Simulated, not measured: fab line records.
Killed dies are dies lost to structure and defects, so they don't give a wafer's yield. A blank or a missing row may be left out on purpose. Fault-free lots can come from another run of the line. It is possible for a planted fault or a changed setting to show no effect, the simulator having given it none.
2 desks, one fault || flow sky130 || each desk has only its own numbers; what lay behind them comes last

== THE METROLOGY DESK ==
Means of the sampled wafers that have a number, per lot and without regard to the tool the lot ran on: this is what the gauges read. Marked OUT: a lot whose mean sits more than 4 standard deviations from the usual mean, which makes it out of limits; the brackets give that distance. Only the readings that lie furthest out on some lot appear, 7 of the 10 it has.
Columns: A = VT_ADJUST_PCH_TW at SKY_VT_ADJUST_PCH_TW_MEAS_10, usual 142.3; B = cd-nm at SKY_SONOS_TUNNEL_CD_MEAS_07, usual 409.7 nm; C = SONOS_TUNNEL_OVL at SKY_SONOS_TUNNEL_OVL_MEAS_08, usual 1.0 nm; D = SONOS_TUNNEL_TW at SKY_SONOS_TUNNEL_TW_MEAS_12, usual 197.7; E = SONOS_ONO_OXIDATION_THK at SKY_SONOS_ONO_THK_MEAS_01, usual 2.58 nm; F = SONOS_ONO_CVD_02_THK at SKY_SONOS_ONO_THK_MEAS_03, usual 10.55 nm; G = SONOS_ONO_CVD_04_THK at SKY_SONOS_ONO_THK_MEAS_05, usual 5.70 nm
{"lot": "L341", "first seen here": "day 10 03:16", "A": 141.6, "B": 410.7, "C": 1.3, "D": 199.3, "E": 2.60, "F": 10.48, "G": 5.77}
{"lot": "L342", "first seen here": "day 10 13:28", "A": 141.2, "B": 411.4, "C": -0.1, "D": 198.9, "E": 2.53, "F": 10.39, "G": 5.55}
{"lot": "L344", "first seen here": "day 11 15:04", "A": 142.6, "B": 412.2, "C": -0.0, "D": 197.6, "E": 2.57, "F": 10.70, "G": 5.72}
{"lot": "L349", "first seen here": "day 12 18:14", "A": 143.6, "B": 410.6, "C": 2.8, "D": 197.8, "E": 2.52, "F": 10.28, "G": 5.78}
{"lot": "L348", "first seen here": "day 12 19:58", "A": 142.6, "B": 410.6, "C": 0.6, "D": 196.7, "E": 2.65, "F": 10.56, "G": 5.67}
{"lot": "L360", "first seen here": "day 16 05:34", "A": 142.3, "B": 407.1, "C": 2.0, "D": 196.3, "E": 2.57, "F": 10.66, "G": 5.83}
This desk found nothing out of limits on any of the 6 lots.

== FOR THE TOOL OWNER'S DESK: implanter-02 ==
For each lot that ran on this tool, the mean over its sampled wafers that have a number, from the tool's own readings at SKY_SONOS_TUNNEL_IMPLANT_09. Marked OUT: a lot whose mean sits more than 4 standard deviations from the usual mean, which makes it out of limits; the brackets give that distance.
Columns: A = faraday-current-uA at SKY_SONOS_TUNNEL_IMPLANT_09, usual 5.64
{"lot": "L344", "first seen here": "day 12 15:29", "A": 5.57}
{"lot": "L349", "first seen here": "day 13 18:14", "A": 5.54}
{"lot": "L348", "first seen here": "day 13 19:49", "A": 5.60}
{"lot": "L360", "first seen here": "day 17 09:38", "A": 5.69}
This desk found nothing out of limits on any of the 4 lots.

== PUT TOGETHER ==
The metrology desk saw nothing out of limits.
The tool owner's desk saw nothing out of limits.

== WHAT THE SIMULATOR PUT IN ==
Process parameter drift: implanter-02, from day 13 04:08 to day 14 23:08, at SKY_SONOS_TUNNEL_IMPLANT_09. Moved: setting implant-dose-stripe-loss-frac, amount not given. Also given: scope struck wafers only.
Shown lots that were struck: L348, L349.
